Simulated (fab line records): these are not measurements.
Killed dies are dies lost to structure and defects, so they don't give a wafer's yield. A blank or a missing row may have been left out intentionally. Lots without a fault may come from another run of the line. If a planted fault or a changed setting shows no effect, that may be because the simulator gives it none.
One fault seen from 2 desks ; flow sky130 ; every desk sees just its own numbers, and what lay behind them comes last

## THE METROLOGY DESK
What the gauges read for every lot (on any tool): the sampled wafers with a number, averaged. A lot is out of limits, marked OUT, if its mean lies more than 4 standard deviations from the usual mean; the brackets give that distance.
Columns: A = CONTACT_W_RS at SKY_CONTACT_RS_MEAS_25, usual 0.338 ohm/sq; B = CONTACT_W_THK at SKY_CONTACT_THK_MEAS_26, usual 348 nm
lot;first seen here;A;B
L441;day 31 05:59;0.336;347
L448;day 34 00:50;0.337;344
L452;day 35 15:23;0.345;349
L451;day 35 19:36;0.344;337
L457;day 36 19:41;0.333;360
L462;day 38 05:11;0.336;347
Result from this desk: across the 6 lots, nothing is out of limits.

## AT THE TOOL OWNER'S DESK: pvdSputter-03
The tool's own readings at SKY_METAL1_SPUTTER_00 (material Ti, target thk 15 nm, time 10 s): means of the sampled wafers that have a number, for each lot that ran on this tool. A lot is out of limits, marked OUT, if its mean lies more than 4 standard deviations from the usual mean; the brackets give that distance.
Columns: A = throttleValvePct at SKY_METAL1_SPUTTER_00, usual 29.3 %
lot;first seen here;A
L441;day 31 06:26;28.7
L452;day 35 15:50;28.9
L451;day 35 20:05;28.2
Result from this desk: across the 3 lots, nothing is out of limits.

## BROUGHT TOGETHER
At the metrology desk, nothing out of limits was observed.
Nothing out of limits was seen by the tool owner's desk.

## WHAT THE SIMULATOR HAD PUT IN
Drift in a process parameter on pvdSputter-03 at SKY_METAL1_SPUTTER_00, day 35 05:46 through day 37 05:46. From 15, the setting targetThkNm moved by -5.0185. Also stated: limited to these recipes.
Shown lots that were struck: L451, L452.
